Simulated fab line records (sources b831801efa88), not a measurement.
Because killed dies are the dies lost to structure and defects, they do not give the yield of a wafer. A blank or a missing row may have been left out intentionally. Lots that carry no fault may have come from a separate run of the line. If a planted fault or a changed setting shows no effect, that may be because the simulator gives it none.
Problem report in the 8D (eight disciplines) form, filled by code + flow gf180mcu + the parts of the form that need people (team, actions taken, sign-off) are left out

1. WHAT WENT WRONG
Across 6 wafers from 2 lots, V3_CVD_02_THK at GF_V3_THK_MEAS_03 averages 757 nm, while fault-free wafers read 852 nm with a standard deviation of 10. Measured from the usual mean, that is -9.5 standard deviations.
Earliest sighting: wafer L346.1 on film metro-02 at day 27 05:29. The record has a number at this step for 33 wafers belonging to 11 lots. Rule for "out", or "out of limits": more than 4 standard deviations from the usual mean. The other wafers with a number count as sound.

2. WHAT IT IS; WHAT IT IS NOT
| question                    | is                           | is not                                               |
|-----------------------------|------------------------------|------------------------------------------------------|
| which readings at this step | V3_CVD_02_THK                | -                                                    |
| which lots                  | L346, L351                   | L331, L333, L334, L335, L337, L339, L340, L341, L342 |
| which wafers of those lots  | all that have a number       | -                                                    |
| read on which gauges        | film metro-02, film metro-03 | film metro-04                                        |
| when                        | from day 27 05:29            | up to then (27 sound wafers)                         |

3. WHAT RULES OUT EACH SUSPECT
Counting: a tool at any process step up to the reading remains a suspect when it ran all the lots that are out and ran no sound lot after the first of those.
- the gauge at GF_V3_THK_MEAS_03 has been ruled out. Those wafers that are out were read across 2 gauges (film metro-02, film metro-03).
- pecvd-04 at GF_V3_CVD_02 (deposits SiO2 from TEOS, target thk 850 nm, time 94.851 s): kept. It processed each lot that is out, first L346 at day 27 05:25, and no sound lot thereafter; up to then, the last sound lot it processed was L340 at day 25 08:22. Its own run length s readings are out on those wafers.
The count leaves pecvd-04 at GF_V3_CVD_02.

4. THE CAUSE (what the simulator had put in)
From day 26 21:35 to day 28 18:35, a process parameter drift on pecvd-04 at GF_V3_CVD_02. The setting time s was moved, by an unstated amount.
Counting left only this tool.

5. THE CHAIN OF EFFECTS, in route order
Each row: a reading where the mean over the struck wafers with a number is more than 3 standard deviations away from the usual. Only readings for which the record gives a usual standard deviation are gone through. hours: the time from each lot's start at the first step in this table that gives one to its start at this step, as a median over the lots. sigmas: the change in usual standard deviations.
| hours | step              | reading            | usual   | on struck wafers | change | sigmas |
|-------|-------------------|--------------------|---------|------------------|--------|--------|
| 0     | GF_V3_CVD_02      | run length s       | 122.5 s | 112.3            | -10.2  | -21    |
| 0     | GF_V3_THK_MEAS_03 | V3_CVD_02_THK      | 852 nm  | 757              | -95    | -9.5   |
| 4     | GF_V3_CMP_04      | time to endpoint s | 79 s    | 45               | -34    | -7.0   |
It contains these process steps:
- GF_V3_CVD_02: deposits SiO2 from TEOS, target thk 850 nm, time 94.851 s.
- GF_V3_CMP_04: polishes SiO2.

6. WHAT WOULD HAVE CAUGHT IT SOONER
Counted from the fault's start at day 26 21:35, it took 8 hours until the first out-of-limits reading at a measuring or inspecting step in this record, taken at day 27 05:29.
The tool's own readings at GF_V3_CVD_02 were out on every struck wafer that the step has a row for (run length s): an alarm limit on them would have fired on the first of those.
Among the 2 lots that are out, L351 began GF_V3_CVD_02 on pecvd-04 after day 27 05:29. Putting the tool on hold at that point would have spared it.
